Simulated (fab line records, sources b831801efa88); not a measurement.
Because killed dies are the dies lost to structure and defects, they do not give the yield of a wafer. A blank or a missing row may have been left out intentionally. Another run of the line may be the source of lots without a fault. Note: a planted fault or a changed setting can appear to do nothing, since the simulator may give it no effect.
Matching of chambers    flow gf180mcu    GF_V1_CMP_26 on cmp-01: 4 sister chambers
The step polishes, stops on SiO2, t overpolish 15 s, target thk 0 nm. 18 wafers are shown with their chamber, then 9 later ones without.

== WAFERS, EACH WITH ITS CHAMBER ==
wafer   chamber  motor_current_A (A)  overpolish_run_s (s)  time_to_endpoint_s (s)
L614.1  3        9.7                  14.997                77
L614.4  1        12.2                 15.004                83
L614.5  2        12.2                 14.988                80
L617.1  0        11.4                 15.008                83
L617.3  1        11.6                 15.015                84
L617.4  3        9.9                  15.009                83
L619.1  3        9.2                  15.000                83
L619.4  1        11.3                 14.994                86
L619.6  0        11.5                 15.005                85
L620.3  0        11.6                 14.973                77
L620.4  1        11.5                 14.988                80
L620.6  3        10.0                 14.989                78
L623.1  0        11.6                 15.011                80
L623.4  1        11.8                 14.999                82
L623.5  1        11.6                 14.996                86
L624.1  1        12.1                 15.005                81
L624.3  3        9.4                  15.001                73
L624.4  0        11.5                 14.989                74

SIGNATURES (means of the wafers above)
reading             chamber 0  chamber 1  chamber 2  chamber 3  scatter within a chamber
motor_current_A     11.520     11.729     12.200     9.640      0.282
overpolish_run_s    14.99720   15.00014   14.98800   14.99920   0.011
time_to_endpoint_s  79.80      83.14      80.00      78.80      3.63
Rule: a wafer's distance from a chamber is the root of the sum, over the readings, of the square of ((its reading less the chamber's mean) divided by the reading's scatter). If the next closest chamber is less than 2 further off than the closest, the wafer can't be placed; otherwise it belongs to the closest. The scatter is the square root of a quotient: the sum, over the shown wafers, of each reading's squared deviation from its chamber's mean, divided by wafers minus chambers.

== WAFERS WITH NO CHAMBER GIVEN ==
wafer   motor_current_A (A)  overpolish_run_s (s)  time_to_endpoint_s (s)
L626.1  12.9                 14.996                81
L626.3  9.7                  15.013                80
L626.5  11.0                 14.998                86
L629.2  12.2                 14.995                80
L629.3  9.7                  14.996                78
L629.6  9.8                  14.989                83
L633.1  11.5                 15.003                78
L633.2  11.9                 14.998                82
L633.6  11.8                 14.995                81

== WHICH CHAMBER EACH ONE RAN IN ==
wafer   from the rows above           in truth
L626.1  can't be placed: 2 or 1       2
L626.3  3                             3
L626.5  can't be placed: 0 or 1       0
L629.2  can't be placed: 2 or 1 or 0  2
L629.3  3                             3
L629.6  3                             3
L633.1  can't be placed: 0 or 1       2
L633.2  can't be placed: 1 or 0 or 2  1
L633.6  can't be placed: 1 or 0 or 2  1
Correctly placed: 3 of 9. From these rows, 6 cannot be placed; in 5 the true chamber is one of the candidates. Placed wrongly: 0.
